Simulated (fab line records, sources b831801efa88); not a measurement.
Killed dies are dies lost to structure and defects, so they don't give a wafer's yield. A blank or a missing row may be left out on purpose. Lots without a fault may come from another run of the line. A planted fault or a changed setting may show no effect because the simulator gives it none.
fab line records | flow sky130
record lots=6 wafers=18 last_day=50
route steps=708 shown FIELD_ISO@4 NWELL@32 DNWELL@35 PWDE@45 PAD_OPEN@708
lots that met no fault: from a run of the same line without faults
start_h: hours from the record's first day to the start of the lot's first wafer shown | wait_h: hours since the lot's step before | " the same as in the row above | L1.1+2: a row that stands for several wafers | - no value, or no start given | * or withheld: withheld | < > ~ a bound
route shown NAME@n: a module of which the file shows steps, and the number in the route of the first | usual: mean/standard deviation of fault-free wafers | same: alike in all rows | chamber/n: place in a boat | sites: the reading at each site | _std_site: their standard deviation | _edge_site: outer sites' mean less inner sites' | radius_mm: how far each site lies from the wafer's centre | mask NAME#n: copy n | behind: the tool/chamber that last shaped the wafer | hold: why the lot was held/for how many hours/how that ended | device: the transistor (n, p or np) that didn't switch | end of line: the same wafers' tests at the end of the route | a step without rows: its recipe alone | killed: dies lost to structure and defects at the first sort, not the wafer's yield | map: a wafer's dies, x killed, . not, _ none there
set.NAME: the setting as run; set.NAME@STEP: as run at that earlier step | model.NAME: the simulator's own value behind a step, which no gauge read
lots at some steps of the route; a table a step, a row a wafer
services: from which hour (start_h, from the record's first day; less than 0 if before it) a tool's chamber was out of use, for how many hours, and why
## steps
# step SKY_FIELD_ISO_CVD_03
# recipe material=Si3N4 precursor=DCS/NH3 target_thk_nm=165 temp_c=770 time_s=2830 pressure_mtorr=250
# step SKY_FIELD_ISO_THK_MEAS_04
# recipe reads=Si3N4_of_FIELD_ISO_CVD_03
# usual FIELD_ISO_CVD_03_THK=166.3/1.7
# columns lot.wafer tool chamber start_h wait_h FIELD_ISO_CVD_03_THK[nm]
L650.1 film_metro-02 - 13.48 0.0 166.5
L650.5 " - " " 165.4
L650.6 " - " " 166.4
L652.1 film_metro-02 - 26.22 0.0 167.3
L652.4 " - " " 165.6
L652.6 " - " " 166.9
L654.2 film_metro-02 - 35.31 0.0 167.3
L654.3 " - " " 165.0
L654.5 " - " " 167.3
L657.2 film_metro-03 - 53.65 0.0 166.6
L657.5 " - " " 166.6
L657.6 " - " " 165.3
L662.3 film_metro-02 - 74.74 0.0 164.9
L662.4 " - " " 164.6
L662.6 " - " " 164.7
L673.1 film_metro-04 - 130.96 0.0 166.8
L673.3 " - " " 167.6
L673.6 " - " " 166.5
# step SKY_FIELD_ISO_DEHYDRATE_05
# recipe temp_c=200 time_s=60
# step SKY_FIELD_ISO_HMDS_06
# recipe prime_time_s=60 prime_temp_c=120
# step SKY_FIELD_ISO_COAT_07
# recipe resist=BARC temp_c=withheld time_s=withheld spin_rpm=3000 resist_thk_nm=60
# step SKY_FIELD_ISO_COAT_08
# recipe resist=KrF-thick spin_rpm=2957 resist_thk_nm=450
# step SKY_FIELD_ISO_SOFTBAKE_09
# recipe temp_c=100 time_s=90 resist=KrF-thick
# step SKY_FIELD_ISO_EXPOSE_10
# recipe mask_id=FOM na=0.68 source_shape=annular sigma_inner=0.4 sigma_outer=0.8 target_cd_nm=150 dose_mj=28
# step SKY_FIELD_ISO_PEB_11
# recipe peb_temp_c=withheld peb_time_s=withheld resist=KrF-thick
# step SKY_FIELD_ISO_DEVELOP_12
# recipe develop_time_s=60 resist=KrF-thick dev_temp_c=21
# step SKY_FIELD_ISO_CD_MEAS_13
# recipe target_cd_nm=150
# usual cd_nm=149.4/1.4
# columns lot.wafer tool chamber start_h wait_h cd_nm
L650.1 cd_sem-01 - 28.13 - 146.5
L650.5 " - " " 148.5
L650.6 " - " " 149.0
L652.1 cd_sem-01 - 40.98 - 151.1
L652.4 " - " " 152.4
L652.6 " - " " 150.2
L654.2 cd_sem-02 - 50.58 - 147.6
L654.3 " - " " 147.4
L654.5 " - " " 149.3
L657.2 cd_sem-02 - 68.68 - 148.9
L657.5 " - " " 147.3
L657.6 " - " " 149.0
L662.3 cd_sem-02 - 91.50 - 151.6
L662.4 " - " " 149.4
L662.6 " - " " 150.6
L673.1 cd_sem-01 - 149.68 - 151.1
L673.3 " - " " 151.4
L673.6 " - " " 151.6
# step SKY_FIELD_ISO_ETCH_14
# recipe chemistry=N2/H2 target=BARC ion_energy_ev=200 source_w=500 bias_w=100 pressure_mtorr=30 n2_flow_sccm=100 h2_flow_sccm=200 stop_on=SiO2 time_s=45.9 target_depth_a=600
# usual drypump_motor_current_A=5.8/0.35 n2_flow_sccm=100.02/0.26 oes_product_au=0.855/0.0047 throttle_valve_pct=13.225/0.0092
# columns lot.wafer tool chamber start_h wait_h drypump_motor_current_A n2_flow_sccm oes_product_au rf_hours_counter_h throttle_valve_pct
L650.1 rie_diel-01 0 28.25 0.1 6.2 99.87 0.849 100 13.226
L650.5 " 3 " " 5.9 100.07 0.859 - 13.219
L650.6 " 2 " " 6.0 99.89 0.860 - 13.223
L652.1 rie_diel-02 3 41.10 0.1 5.0 99.99 0.853 103 13.231
L652.4 " 1 " " 6.0 100.24 0.853 108 13.228
L652.6 " 1 " " 6.0 99.86 0.854 - 13.233
L654.2 rie_diel-01 0 50.68 0.1 6.1 100.07 0.856 100 13.226
L654.3 " 3 " " 5.9 100.50 0.867 145 13.212
L654.5 " 1 " " 5.6 100.04 0.860 - 13.209
L657.2 rie_diel-01 3 68.78 0.1 5.9 100.44 0.852 146 13.239
L657.5 " 3 " " 5.9 99.92 0.855 - 13.220
L657.6 " 2 " " 6.0 99.62 0.851 - 13.239
L662.3 rie_diel-01 2 91.58 0.1 6.0 99.94 0.851 90 13.243
L662.4 " 2 " " 5.9 99.99 0.855 - 13.219
L662.6 " 1 " " 5.6 99.80 0.853 - 13.213
L673.1 rie_diel-01 3 149.80 0.1 5.9 99.78 0.850 148 13.239
L673.3 " 2 " " 6.0 99.80 0.856 92 13.233
L673.6 " 3 " " 5.9 99.79 0.853 - 13.208
# step SKY_FIELD_ISO_ETCH_15
# recipe chemistry=CHF3/O2 target_depth_nm=180 stop_on=Si source_w=600 bias_w=200 pressure_mtorr=40 chf3_flow_sccm=50 O2_flow_sccm=5 time_s=72
# usual drypump_motor_current_A=5.8/0.36 oes_product_au=0.950/0.0074 throttle_valve_pct=8.847/0.0095
# columns lot.wafer tool chamber start_h wait_h drypump_motor_current_A oes_product_au rf_hours_counter_h throttle_valve_pct
L650.1 rie_diel-01 0 28.29 0.0 6.1 0.949 100 8.861
L650.5 " 3 " " 5.9 0.955 - 8.856
L650.6 " 2 " " 5.9 0.947 - 8.834
L652.1 rie_diel-02 3 41.14 0.0 5.0 0.947 103 8.834
L652.4 " 1 " " 6.0 0.940 108 8.839
L652.6 " 1 " " 6.0 0.945 - 8.841
L654.2 rie_diel-01 0 50.72 0.0 6.1 0.954 100 8.846
L654.3 " 3 " " 5.9 0.940 145 8.836
L654.5 " 1 " " 5.6 0.959 - 8.845
L657.2 rie_diel-01 3 68.82 0.0 5.9 0.950 146 8.856
L657.5 " 3 " " 5.9 0.950 - 8.850
L657.6 " 2 " " 5.9 0.951 - 8.840
L662.3 rie_diel-01 2 91.62 0.0 5.9 0.942 90 8.861
L662.4 " 2 " " 5.9 0.942 - 8.855
L662.6 " 1 " " 5.6 0.943 - 8.847
L673.1 rie_diel-01 3 149.84 0.0 5.9 0.948 148 8.850
L673.3 " 2 " " 6.0 0.960 92 8.848
L673.6 " 3 " " 5.9 0.947 - 8.852
# step SKY_FIELD_ISO_STRIP_16
# recipe chemistry=O2/N2 power_w=1400 pressure_mtorr=1500 platen_temp_c=withheld o2_flow_sccm=3000 n2_flow_sccm=300 overash_fraction=0.5
# usual drypump_motor_current_A=5.57/0.27 n2_flow_sccm=300.1/0.9 oes_product_au=0.378/0.0047 strip_time_to_endpoint_s=3.57/0.047
# columns lot.wafer tool chamber start_h wait_h drypump_motor_current_A n2_flow_sccm oes_product_au rf_hours_counter_h strip_time_to_endpoint_s
L650.1 plasma_asher-04 1 28.35 0.0 5.94 301.4 0.376 38 3.57
L650.5 " 0 " " 5.68 297.7 0.371 - 3.53
L650.6 " 1 " " 5.93 301.8 0.372 - 3.48
L652.1 plasma_asher-04 1 41.20 0.0 5.98 301.3 0.380 39 3.58
L652.4 " 0 " " 5.66 301.1 0.380 - 3.54
L652.6 " 0 " " 5.67 300.3 0.381 - 3.55
L654.2 plasma_asher-03 0 50.78 0.0 5.28 300.8 0.374 24 3.54
L654.3 " 1 " " 5.77 299.3 0.377 - 3.55
L654.5 " 0 " " 5.27 299.3 0.385 - 3.62
L657.2 plasma_asher-04 1 68.88 0.0 5.95 299.9 0.375 42 3.56
L657.5 " 1 " " 5.93 299.9 0.370 - 3.54
L657.6 " 0 " " 5.68 300.8 0.376 - 3.50
L662.3 plasma_asher-03 0 91.71 0.1 5.28 300.1 0.375 - 3.52
L662.4 " 1 " " 5.77 299.0 0.375 - 3.52
L662.6 " 1 " " 5.81 300.3 0.373 - 3.57
L673.1 plasma_asher-02 0 149.90 0.0 5.79 300.6 0.387 45 3.58
L673.3 " 1 " " 5.27 300.5 0.375 - 3.50
L673.6 " 0 " " 5.77 299.8 0.380 - 3.58
# step SKY_FIELD_ISO_ETCH_17
# recipe target_depth_a=3420 mask_material=Si3N4 chemistry=HBr/Cl2/O2 target=Si taper_deg=5 icp_w=600 bias_w=150 pressure_mtorr=15 HBr_flow_sccm=150 Cl2_flow_sccm=40 O2_flow_sccm=6 time_s=97.7
# usual drypump_motor_current_A=5.6/0.3 he_backside_leak_sccm=2.8/0.36 oes_product_au=1.004/0.013 throttle_valve_pct=25.655/0.012
# columns lot.wafer tool chamber start_h wait_h drypump_motor_current_A he_backside_leak_sccm oes_product_au rf_hours_counter_h throttle_valve_pct
L650.1 rie_si-02 1 28.45 0.1 5.6 2.5 1.007 132 25.641
L650.5 " 1 " " 5.5 2.5 1.001 - 25.654
L650.6 " 0 " " 6.0 3.0 0.991 - 25.673
L652.1 rie_si-01 3 41.30 0.1 6.0 2.4 1.014 1 25.645
L652.4 " 2 " " 5.1 2.8 0.987 117 25.664
L652.6 " 3 " " 6.0 2.5 1.015 - 25.645
L654.2 rie_si-02 2 50.88 0.1 5.3 2.7 1.007 137 25.642
L654.3 " 0 " " 6.1 3.0 0.985 110 25.652
L654.5 " 2 " " 5.3 2.6 1.009 - 25.661
L657.2 rie_si-02 0 68.98 0.1 6.1 3.1 0.989 110 25.664
L657.5 " 3 " " 5.4 3.2 1.000 - 25.672
L657.6 " 2 " " 5.3 2.6 1.016 - 25.656
L662.3 rie_si-01 2 91.78 0.0 5.1 2.8 1.004 117 25.649
L662.4 " 3 " " 6.0 2.4 1.031 2 25.653
L662.6 " 2 " " 5.2 2.7 1.002 - 25.645
L673.1 rie_si-02 3 150.00 0.1 5.4 3.1 1.005 96 25.633
L673.3 " 1 " " 5.6 2.4 1.003 133 25.668
L673.6 " 1 " " 5.6 2.6 1.009 - 25.663
# step SKY_FIELD_ISO_WET_ETCH_18
# recipe chemistry=H3PO4 target_depth_nm=25 temp_c=160 target=Si3N4 time_s=286
# step SKY_FIELD_ISO_CLEAN_19
# recipe chemistry=SC1/SC2 mix=1:4:20 temp_c=70 time_s=150
# step SKY_FIELD_ISO_CLEAN_20
# recipe chemistry=dHF time_s=19.37 dilution=100:1
# step SKY_FIELD_ISO_WET_ETCH_21
# recipe chemistry=dHF dilution=100:1 target_depth_nm=20 dry=ipa_marangoni target=SiO2 temp_c=25 time_s=400
# step SKY_FIELD_ISO_OXIDATION_22
# recipe temp_c=950 ambient=O2 stabilise_s=600 purge_s=300 target_thk_a=100 ox_time_s=623
# step SKY_FIELD_ISO_THK_MEAS_23
# recipe reads=SiO2_of_FIELD_ISO_OXIDATION_22
# usual FIELD_ISO_OXIDATION_01_THK=9.94/0.19
# columns lot.wafer tool chamber start_h wait_h FIELD_ISO_OXIDATION_01_THK[nm]
L650.1 film_metro-04 - 31.94 0.0 9.88
L650.5 " - " " 10.16
L650.6 " - " " 10.05
L652.1 film_metro-04 - 45.76 0.0 9.83
L652.4 " - " " 9.96
L652.6 " - " " 9.77
L654.2 film_metro-04 - 54.01 0.0 9.91
L654.3 " - " " 9.83
L654.5 " - " " 9.99
L657.2 film_metro-02 - 70.52 0.0 9.72
L657.5 " - " " 10.20
L657.6 " - " " 9.89
L662.3 film_metro-04 - 93.80 0.0 9.81
L662.4 " - " " 9.80
L662.6 " - " " 9.70
L673.1 film_metro-02 - 151.95 0.0 9.72
L673.3 " - " " 9.81
L673.6 " - " " 9.89
# step SKY_FIELD_ISO_CVD_24
# recipe material=SiO2 target_thk_nm=595 temp_c=650 sigma_open_frac=0.3 time_s=99.2 sih4_flow_sccm=60 pressure_mtorr=6
# step SKY_FIELD_ISO_THK_MEAS_25
# recipe reads=SiO2_of_FIELD_ISO_CVD_24
# usual FIELD_ISO_CVD_24_THK=599/5.6
# columns lot.wafer tool chamber start_h wait_h FIELD_ISO_CVD_24_THK[nm]
L650.1 film_metro-03 - 32.07 0.0 600
L650.5 " - " " 594
L650.6 " - " " 598
L652.1 film_metro-03 - 45.89 0.0 596
L652.4 " - " " 598
L652.6 " - " " 603
L654.2 film_metro-02 - 54.14 0.0 606
L654.3 " - " " 614
L654.5 " - " " 604
L657.2 film_metro-02 - 70.65 0.0 598
L657.5 " - " " 598
L657.6 " - " " 605
L662.3 film_metro-04 - 93.93 0.1 599
L662.4 " - " " 598
L662.6 " - " " 599
L673.1 film_metro-03 - 152.12 0.1 603
L673.3 " - " " 602
L673.6 " - " " 599
# step SKY_FIELD_ISO_ANNEAL_26
# recipe temp_c=1000 time_s=1800 ambient=N2
# step SKY_FIELD_ISO_CMP_27
# recipe stop_on=Si3N4 t_overpolish_s=16 down_force_psi=4 platen_rpm=60 target_thk_nm=457.8 pad_velocity_m_s=0.94248
# usual motor_current_A=12.4/1 overpolish_run_s=16.001/0.0081 time_to_endpoint_s=111/6.1
# same t_overpolish_s=16
# columns lot.wafer tool chamber start_h wait_h motor_current_A overpolish_run_s time_to_endpoint_s
L650.1 cmp-01 0 35.10 0.1 12.1 16.001 113
L650.5 " 1 " " 13.0 15.995 112
L650.6 " 2 " " 11.8 16.007 119
L652.1 cmp-02 3 50.67 0.1 12.4 16.005 120
L652.4 " 0 " " 10.7 16.000 110
L652.6 " 3 " " 11.7 16.002 120
L654.2 cmp-01 0 56.42 0.0 12.9 15.981 107
L654.3 " 2 " " 11.7 16.003 117
L654.5 " 1 " " 13.8 16.008 112
L657.2 cmp-02 0 72.35 0.1 11.2 16.009 105
L657.6 " 1 " " 11.2 15.996 106
L657.5 " 2 " " 13.2 16.010 108
L662.4 cmp-02 3 95.52 0.1 12.3 16.003 116
L662.3 " 0 " " 10.5 15.992 106
L662.6 " 2 " " 12.3 16.010 109
L673.3 cmp-01 0 153.68 0.0 12.3 16.004 113
L673.1 " 1 " " 13.6 16.001 120
L673.6 " 1 " " 13.3 16.007 116
# step SKY_FIELD_ISO_WET_ETCH_28
# recipe chemistry=dHF target_depth_nm=23.7 target=SiO2 dilution=10:1 temp_c=25 time_s=47
# step SKY_FIELD_ISO_WET_ETCH_29
# recipe chemistry=H3PO4 target_depth_nm=160 target=Si3N4 temp_c=160 time_s=1825
# step SKY_FIELD_ISO_WET_ETCH_30
# recipe chemistry=dHF target_depth_nm=25 target=SiO2 dilution=10:1 temp_c=25 time_s=50
# step SKY_NWELL_CLEAN_00
# recipe chemistry=SC1/SC2 mix=1:4:20 temp_c=70 time_s=150 dry=n2_spin
# step SKY_NWELL_OXIDATION_01
# recipe temp_c=900 ambient=O2 stabilise_s=600 purge_s=300 target_thk_a=100 ox_time_s=1418
# step SKY_NWELL_THK_MEAS_02
# recipe reads=SiO2_of_NWELL_OXIDATION_01
# usual NWELL_OXIDATION_THK=9.94/0.18
# columns lot.wafer tool chamber start_h wait_h NWELL_OXIDATION_THK[nm]
L650.1 film_metro-02 - 38.87 0.0 9.89
L650.5 " - " " 10.00
L650.6 " - " " 9.91
L652.1 film_metro-03 - 54.92 0.0 10.06
L652.4 " - " " 9.97
L652.6 " - " " 9.80
L654.2 film_metro-02 - 60.92 0.0 10.22
L654.3 " - " " 10.38
L654.5 " - " " 10.30
L657.2 film_metro-01 - 75.02 0.0 10.02
L657.5 " - " " 10.13
L657.6 " - " " 10.15
L662.3 film_metro-01 - 98.05 0.0 9.94
L662.4 " - " " 9.94
L662.6 " - " " 9.98
L673.1 film_metro-02 - 156.00 0.0 10.32
L673.3 " - " " 10.22
L673.6 " - " " 10.17
# step SKY_DNWELL_DEHYDRATE_00
# recipe temp_c=200 time_s=60
# step SKY_DNWELL_HMDS_01
# recipe prime_time_s=60 prime_temp_c=120
# step SKY_DNWELL_COAT_02
# recipe spin_rpm=2000 resist_thk_nm=3000
# step SKY_DNWELL_SOFTBAKE_03
# recipe temp_c=110 time_s=withheld
# step SKY_DNWELL_EXPOSE_04
# recipe mask_id=DNM na=0.57 target_cd_nm=3000 dose_mj=222
# step SKY_DNWELL_PEB_05
# recipe temp_c=115 time_s=withheld
# step SKY_DNWELL_DEVELOP_06
# recipe wall_angle_deg=90 developer=TMAH develop_time_s=60 dev_temp_c=23
# step SKY_DNWELL_IMPLANT_07
# recipe species=P energy_kev=withheld dose_cm2=withheld tilt_deg=withheld
# step SKY_DNWELL_STRIP_08
# recipe chemistry=O2/N2 power_w=1400 pressure_mtorr=1500 platen_temp_c=withheld o2_flow_sccm=3000 n2_flow_sccm=300 overash_fraction=0.5
# usual drypump_motor_current_A=5.62/0.2 n2_flow_sccm=300.0/0.85 oes_product_au=0.722/0.0044 strip_time_to_endpoint_s=36.97/0.12
# columns lot.wafer tool chamber start_h wait_h drypump_motor_current_A n2_flow_sccm oes_product_au rf_hours_counter_h strip_time_to_endpoint_s
L650.1 plasma_asher-01 0 53.76 0.1 5.56 300.3 0.718 38 37.16
L650.5 " 1 " " 5.46 300.0 0.719 - 37.15
L650.6 " 0 " " 5.59 300.1 0.718 - 37.12
L652.1 plasma_asher-01 0 70.68 0.1 5.58 300.9 0.722 39 37.17
L652.4 " 1 " " 5.44 300.4 0.730 - 37.23
L652.6 " 1 " " 5.47 300.3 0.718 - 37.12
L654.2 plasma_asher-01 0 76.26 0.1 5.56 300.1 0.720 40 36.90
L654.3 " 0 " " 5.55 299.3 0.727 - 36.85
L654.5 " 1 " " 5.47 298.5 0.725 - 36.95
L657.2 plasma_asher-04 0 91.96 0.1 5.67 298.4 0.729 43 37.05
L657.5 " 1 " " 5.95 298.2 0.717 - 36.95
L657.6 " 0 " " 5.64 298.7 0.721 - 37.00
L662.3 plasma_asher-04 1 115.91 0.1 5.93 298.7 0.721 - 37.10
L662.4 " 0 " " 5.68 299.7 0.727 - 37.16
L662.6 " 0 " " 5.64 300.5 0.721 - 37.05
L673.1 plasma_asher-01 1 176.72 0.1 5.47 301.4 0.725 7 36.89
L673.3 " 0 " " 5.56 300.9 0.719 - 36.84
L673.6 " 1 " " 5.46 299.1 0.727 - 36.84
# step SKY_DNWELL_TW_MEAS_09
# usual DNWELL_TW=1115/8
# columns lot.wafer tool chamber start_h wait_h DNWELL_TW
L650.1 film_metro-02 - 53.86 0.1 1104
L650.5 " - " " 1103
L650.6 " - " " 1106
L652.1 film_metro-01 - 70.78 0.1 1120
L652.4 " - " " 1112
L652.6 " - " " 1119
L654.2 film_metro-01 - 76.37 0.1 1127
L654.3 " - " " 1120
L654.5 " - " " 1118
L657.2 film_metro-01 - 92.07 0.1 1118
L657.5 " - " " 1121
L657.6 " - " " 1118
L662.3 film_metro-01 - 116.00 0.1 1121
L662.4 " - " " 1124
L662.6 " - " " 1124
L673.1 film_metro-02 - 176.82 0.1 1104
L673.3 " - " " 1098
L673.6 " - " " 1091
# step SKY_PWDE_DEHYDRATE_00
# recipe temp_c=200 time_s=60
# step SKY_PAD_OPEN_PROBE_99
# usual killed_at_M0_to_M3=42/7.5 killed_at_M4_up=3.2/1.7 killed_at_contacts=24/5.1 killed_at_front_end=15/4.1 killed_at_other=0.3/0.58 killed_dies=85/8.9 killed_open=46/6.4 killed_short=39/6
# same gross_dies=492 killed_at_back_side=0
# columns lot.wafer tool chamber start_h wait_h killed_at_M0_to_M3 killed_at_M4_up killed_at_contacts killed_at_front_end killed_at_other killed_dies killed_open killed_short
L650.1 prober-01 - 1071.08 0.1 36 5 41 12 0 94 59 35
L650.5 prober-01 - 1071.28 0.2 41 6 14 14 0 75 45 30
L650.6 prober-01 - 1071.33 0.2 35 2 24 18 1 80 45 35
L652.1 prober-01 - 1094.35 0.1 38 5 22 15 0 80 47 33
L652.4 prober-01 - 1094.50 0.2 49 1 23 16 0 89 45 43
L652.6 prober-01 - 1094.60 0.2 56 4 19 16 0 95 58 37
L654.2 prober-01 - 1103.54 0.1 41 3 25 14 1 84 42 42
L654.3 prober-01 - 1103.59 0.2 37 3 20 18 0 78 43 35
L654.5 prober-01 - 1103.69 0.2 33 1 22 11 0 67 32 35
L657.2 prober-02 - 1121.95 0.1 36 3 35 34 0 108 49 37
L657.5 prober-02 - 1122.10 0.2 55 2 24 40 0 121 50 53
L657.6 prober-02 - 1122.15 0.2 46 2 25 48 0 121 57 31
L662.3 prober-01 - 1151.53 0.2 44 4 19 45 3 115 41 42
L662.4 prober-01 - 1151.58 0.2 51 5 14 51 0 121 50 39
L662.6 prober-01 - 1151.68 0.2 45 3 20 59 0 127 43 42
L673.1 prober-02 - 1198.44 0.1 42 3 28 9 0 82 49 33
L673.3 prober-02 - 1198.54 0.2 51 3 15 13 0 82 48 34
L673.6 prober-02 - 1198.69 0.2 40 4 23 26 0 93 48 45
# killed by level:class
L650.1 CONTACT:geometric_particle:open=24 VIA1:geometric_particle:open=10 VIA2:geometric_particle:open=7 LI_CONTACT:geometric_particle:open=6 METAL2:geometric_particle:short=6 LOCAL_INTERCONNECT:geometric_particle:short=5 CONTACT:geometric_particle:short=4 FIELD_ISO:geometric_particle:short=3
L650.5 VIA3:geometric_particle:open=16 LI_CONTACT:geometric_particle:open=9 VIA2:geometric_particle:open=6 FIELD_ISO:geometric_particle:open=5 METAL1:geometric_particle:short=5 METAL4:geometric_particle:short=5 POLY_GATE:geometric_particle:short=4 VIA1:geometric_particle:open=4
L650.6 CONTACT:geometric_particle:open=9 VIA3:geometric_particle:open=8 VIA1:geometric_particle:open=7 LI_CONTACT:geometric_particle:open=7 VIA2:geometric_particle:open=5 LOCAL_INTERCONNECT:geometric_particle:short=5 FIELD_ISO:geometric_particle:short=4 METAL2:geometric_particle:short=4
L652.1 CONTACT:geometric_particle:open=12 METAL1:geometric_particle:short=8 VIA1:geometric_particle:open=7 FIELD_ISO:geometric_particle:open=6 VIA1:geometric_particle:short=5 VIA3:geometric_particle:open=5 LI_CONTACT:geometric_particle:open=4 POLY_GATE:geometric_particle:short=3
L652.4 VIA1:geometric_particle:open=15 VIA1:geometric_particle:short=10 METAL1:geometric_particle:short=8 CONTACT:geometric_particle:open=7 LI_CONTACT:geometric_particle:open=7 VIA2:geometric_particle:open=5 FIELD_ISO:geometric_particle:short=4 POLY_GATE:geometric_particle:short=4
L652.6 VIA1:geometric_particle:open=18 VIA3:geometric_particle:open=8 CONTACT:geometric_particle:open=7 VIA2:geometric_particle:open=7 METAL2:geometric_particle:short=6 CONTACT:geometric_particle:short=5 METAL1:geometric_particle:short=5 FIELD_ISO:geometric_particle:short=4
L654.2 VIA1:geometric_particle:open=10 CONTACT:geometric_particle:open=7 VIA2:geometric_particle:open=7 LOCAL_INTERCONNECT:geometric_particle:short=6 VIA2:geometric_particle:short=6 FIELD_ISO:geometric_particle:short=5 VIA3:geometric_particle:open=5 LI_CONTACT:geometric_particle:short=4
L654.3 VIA1:geometric_particle:open=8 FIELD_ISO:geometric_particle:open=7 FIELD_ISO:geometric_particle:short=7 VIA2:geometric_particle:open=7 LI_CONTACT:geometric_particle:open=5 CONTACT:geometric_particle:open=5 METAL1:geometric_particle:short=5 LOCAL_INTERCONNECT:geometric_particle:short=4
L654.5 CONTACT:geometric_particle:open=8 CONTACT:geometric_particle:short=7 METAL1:geometric_particle:short=6 VIA1:geometric_particle:open=5 METAL2:geometric_particle:short=4 VIA3:geometric_particle:open=4 VIA3:geometric_particle:short=4 POLY_GATE:geometric_particle:short=3
L657.2 FIELD_ISO:unspecified=21 VIA1:geometric_particle:open=11 LI_CONTACT:geometric_particle:open=10 CONTACT:geometric_particle:open=9 CONTACT:geometric_particle:short=9 METAL1:geometric_particle:short=5 VIA3:geometric_particle:open=5 FIELD_ISO:geometric_particle:open=4
L657.5 FIELD_ISO:unspecified=18 VIA3:geometric_particle:open=11 CONTACT:geometric_particle:open=8 VIA1:geometric_particle:open=8 POLY_GATE:geometric_particle:short=7 VIA1:geometric_particle:short=7 METAL2:geometric_particle:short=7 FIELD_ISO:geometric_particle:open=6
L657.6 FIELD_ISO:unspecified=33 VIA1:geometric_particle:open=10 LI_CONTACT:geometric_particle:open=10 VIA3:geometric_particle:open=10 VIA2:geometric_particle:open=6 FIELD_ISO:geometric_particle:open=5 FIELD_ISO:geometric_particle:short=5 CONTACT:geometric_particle:open=5
L662.3 FIELD_ISO:unspecified=29 VIA1:geometric_particle:open=9 CONTACT:geometric_particle:open=7 VIA2:geometric_particle:short=7 FIELD_ISO:geometric_particle:short=6 METAL1:geometric_particle:short=6 LI_CONTACT:geometric_particle:open=5 VIA2:geometric_particle:open=5
L662.4 FIELD_ISO:unspecified=32 VIA1:geometric_particle:open=14 VIA3:geometric_particle:open=8 METAL1:geometric_particle:short=7 FIELD_ISO:geometric_particle:open=6 POLY_GATE:geometric_particle:short=6 CONTACT:geometric_particle:open=6 VIA1:geometric_particle:short=5
L662.6 FIELD_ISO:unspecified=41 METAL1:geometric_particle:short=11 VIA1:geometric_particle:open=10 CONTACT:geometric_particle:open=7 FIELD_ISO:geometric_particle:short=6 LI_CONTACT:geometric_particle:open=6 CONTACT:geometric_particle:short=6 VIA1:geometric_particle:short=6
L673.1 VIA1:geometric_particle:open=12 CONTACT:geometric_particle:open=9 LI_CONTACT:geometric_particle:open=7 VIA3:geometric_particle:open=7 LOCAL_INTERCONNECT:geometric_particle:short=6 METAL2:geometric_particle:short=5 VIA2:geometric_particle:open=5 POLY_GATE:geometric_particle:open=3
L673.3 VIA1:geometric_particle:open=12 VIA2:geometric_particle:open=12 VIA3:geometric_particle:open=9 VIA1:geometric_particle:short=5 CONTACT:geometric_particle:open=4 CONTACT:geometric_particle:short=4 METAL2:geometric_particle:short=4 FIELD_ISO:geometric_particle:short=3
L673.6 CONTACT:geometric_particle:open=13 FIELD_ISO:geometric_particle:open=9 METAL2:geometric_particle:short=8 POLY_GATE:geometric_particle:open=6 VIA1:geometric_particle:open=6 VIA2:geometric_particle:short=6 VIA3:geometric_particle:open=6 POLY_GATE:geometric_particle:short=4
# map L657.5 (x killed, . not)
__________.......x.._________
________xxxxx........x_______
______..xx......xxxx.x.._____
_____.....x..x..x......x.____
____.....x...........x....___
___.....x...x..xx.x...x.xx.__
__....x.xxx........xx...x..._
_x...........x...x...x.x...x.
_...x.....x..................
_x.....x..............x..x...
_x.....x.x...........xx...x..
_...xx...x...x...........x..x
_...x.......x.x.....x.xx.....
_xx.x.x.........x.....x..x...
_...x...x............x..x...x
__......xx....xx.....x.x..x._
___.......x..........xxx...__
____......x.....x....xxxxx___
_____.x.............xxxxx____
______.xx....xx.x...xxxx_____
________.x.x..xx.x.x.x_______
__________..x.xx.x.._________
# map L662.6 (x killed, . not)
__________..x....x.._________
________.x.......x...._______
______.xx..x.xxx.....xxx_____
_____.....x.........x.xx.____
____...x....x.x.x..xxxxx.x___
___.........x.xx...xxxxxxxx__
__......x..........x.xxxxxxx_
_........x.xx......xxxxxxxxx.
_...x................xxxxxxx.
_x.x...x.......x..xxx.xx.x.x.
_...........x...........xx...
_x.....x.......x......x...x..
_....x...x..x...........x..x.
_.x..................x...x...
_........x....x.x.xx....x...x
__......x......x......x....._
___...x.xx........x........__
____.x.........xx........x___
_____......x.....xx..x...____
______....xxx...x......x_____
________......x.x....._______
__________.x..xx...x_________
## services
# columns tool chamber start_h hours kind
cmp-02 - 8.09 0.8 repair
cmp-01 - 15.38 3.3 pm
rie_diel-01 3 35.97 9.9 repair
rie_diel-01 0 59.21 99.5 repair
rie_si-02 1 60.98 8.8 repair
cmp-02 - 64.17 4.0 pm
rie_diel-01 3 69.08 8.8 repair
plasma_asher-04 - 73.52 14.6 pm
cmp-02 - 75.14 4.3 repair
cmp-02 - 78.65 2.2 repair
plasma_asher-02 - 79.76 3.7 repair
cmp-01 - 92.37 0.6 repair
cmp-01 - 98.85 3.0 repair
rie_diel-02 - 103.53 14.6 pm
plasma_asher-01 - 108.79 9.0 pm
plasma_asher-01 0 108.79 9.0 vent_cycle
plasma_asher-01 1 108.79 9.0 vent_cycle
plasma_asher-01 0 117.79 - clean
rie_diel-01 3 121.59 2.8 repair
rie_diel-01 1 124.57 8.0 repair
plasma_asher-03 - 130.44 32.8 pm
plasma_asher-02 - 146.76 0.5 repair
rie_si-01 - 168.32 13.1 repair
cmp-02 - 170.15 7.5 pm
## key
first_sign step=SKY_PAD_OPEN_PROBE_99 reading=killed_at_front_end direction=up sigmas=7.5 usual=15 struck=46
effect step=SKY_PAD_OPEN_PROBE_99 reading=killed_dies direction=up sigmas=3.8 usual=85 struck=119
met_at SKY_FIELD_ISO_ETCH_15
struck_wafers L657.2,L657.5,L657.6,L662.3,L662.4,L662.6
tester_left_out L657,L662
onset_between 50.72 68.82
also_fits SKY_FIELD_ISO_CMP_27:cmp-02,SKY_DNWELL_STRIP_08:plasma_asher-04
fault kind=chamber_particle_source tool=rie_diel-01 chamber=- onset_h=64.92 steps=SKY_FIELD_ISO_ETCH_15 rate_per_visit_cm2=0.39438 end_h=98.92
# tester_left_out: of these lots the tester's yield and bins aren't shown, on N5 and GAA mostly nor the transistor test; their killed dies are dies lost to structure and defects alone, not to doping, threshold or leakage, so they don't give the yield
